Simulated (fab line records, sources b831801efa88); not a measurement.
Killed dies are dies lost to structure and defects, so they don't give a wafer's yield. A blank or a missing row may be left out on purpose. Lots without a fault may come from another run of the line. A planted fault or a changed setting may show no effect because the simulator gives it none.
One fault seen from 2 desks | flow gf180mcu | each desk has only its own numbers; what lay behind them comes last

THE METROLOGY DESK
What the gauges read, lot by lot, whatever tool the lot ran on: means of the sampled wafers that have a number. A lot is out of limits, marked OUT, if its mean lies more than 4 standard deviations from the usual mean; the brackets give that distance.
Columns: A = V3_CVD_02_THK at GF_V3_THK_MEAS_03, usual 845 nm; B = cd_nm at GF_V3_CD_MEAS_14, usual 259.4 nm
lot  | first seen here | A             | B
L560 | day 21 23:58    | 842           | 258.7
L561 | day 22 07:08    | 855           | 258.7
L564 | day 23 13:01    | 847           | 258.4
L566 | day 24 02:24    | 998 (+16) OUT | 261.1
L568 | day 25 04:15    | 958 (+12) OUT | 260.8
L574 | day 27 06:04    | 835           | 259.7
L575 | day 27 15:09    | 846           | 260.0
L576 | day 27 21:30    | 846           | 260.5
L579 | day 28 15:34    | 847           | 259.0
L578 | day 28 15:55    | 842           | 259.6
L580 | day 28 19:53    | 850           | 259.0
L581 | day 28 23:44    | 839           | 259.3
This desk's finding: out of limits on L566, L568; first on L566, day 24 02:24 (V3_CVD_02_THK at GF_V3_THK_MEAS_03). In limits: L560, L561, L564, L574, L575, L576, L579, L578, L580, L581.

THE TOOL OWNER'S DESK: pecvd-04
The tool's own readings at GF_V3_CVD_02 (deposits SiO2 from TEOS, target thk 850 nm, time 94.851 s): means of the sampled wafers that have a number, for each lot that ran on this tool. A lot is out of limits, marked OUT, if its mean lies more than 4 standard deviations from the usual mean; the brackets give that distance.
Columns: A = heater_power_w at GF_V3_CVD_02, usual 688 W
lot  | first seen here | A
L560 | day 21 23:53    | 650
L564 | day 23 12:56    | 677
L566 | day 24 02:19    | 758
L568 | day 25 04:11    | 606
This desk's finding: nothing out of limits on any of the 4 lots.

PUT TOGETHER
The metrology desk could have raised an alarm at day 24 02:24, on L566, L568.
The tool owner's desk saw nothing out of limits.
The tool owner's desk has L566, L568 on record, within its limits.
Of the lots named, all ran GF_V3_CVD_02 on pecvd-04.

WHAT THE SIMULATOR HAD PUT IN
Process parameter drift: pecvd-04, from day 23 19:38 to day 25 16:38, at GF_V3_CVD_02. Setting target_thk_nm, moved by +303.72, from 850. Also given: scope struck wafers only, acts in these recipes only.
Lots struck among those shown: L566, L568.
Hours from the fault's start to each desk's first reading out of limits: the metrology desk, 7.
